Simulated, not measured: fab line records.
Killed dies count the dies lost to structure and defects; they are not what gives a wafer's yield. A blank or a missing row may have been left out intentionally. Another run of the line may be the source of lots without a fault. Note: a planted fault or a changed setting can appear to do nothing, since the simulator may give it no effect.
Comparing a struck lot with a sound one || flow sky130 || 14 out of 708 route steps
Sound: wafers L420.2, L420.3, L420.5. The struck wafers were L432.3, L432.4, L432.5. At the end, the cause is stated.
For every step that has rows: the tool of each side, followed by ch and its chambers, followed by its first start. Under that, the readings that differ: sound wafers || struck wafers || difference of the means || sigmas: that difference in standard deviations of wafers without a fault.
alike: readings with means less than 2 such deviations apart, plus words and numbers identical on both sides. not compared: withheld readings, readings lacking a value on some wafer, bounds such as >300 that could conceal the same value, and numbers that have no deviation in the record and whose values overlap.
A row with sigmas, a row that says differs or no value, or rows on one side alone: a step with any of these is where the two part. Numbers that have no deviation but don't overlap get no sigmas and don't part them. A reading that every wafer of one side lacks parts them only if that side has two wafers or more.

first, 5 steps without rows for these wafers: SKY_LDD_N_COAT_02 (resist thk 300 nm); SKY_LDD_N_SOFTBAKE_03 (time 60 s); SKY_LDD_N_EXPOSE_04 (exposes mask NTM, target cd 840 nm); SKY_LDD_N_PEB_05; SKY_LDD_N_DEVELOP_06 (develop time 60 s).
SKY_LDD_N_OVL_MEAS_07:
  sound on overlay-01, day 19 15:31; struck on overlay-01, day 24 08:47
  alike: LDD_N_OVL
then, 6 steps without rows for these wafers: SKY_LDD_N_IMPLANT_08; SKY_LDD_N_IMPLANT_09; SKY_LDD_N_IMPLANT_10; SKY_LDD_N_IMPLANT_11; SKY_LDD_N_IMPLANT_12; SKY_LDD_N_IMPLANT_13.
SKY_LDD_N_IMPLANT_14:
  struck on implanter-02, day 24 09:46; sound on implanter-01 ch 0, day 19 16:28
  no value came back on the struck wafers for beam energy keV, beam on s (s); on the sound wafers beam energy keV reads 50.009 50.004 49.992
after that, 1 step had no rows for these wafers: SKY_LDD_N_IMPLANT_15.

## WHERE THEY PART
Only at SKY_LDD_N_IMPLANT_14, as far as this record shows.

WHY: whatever the simulator had introduced
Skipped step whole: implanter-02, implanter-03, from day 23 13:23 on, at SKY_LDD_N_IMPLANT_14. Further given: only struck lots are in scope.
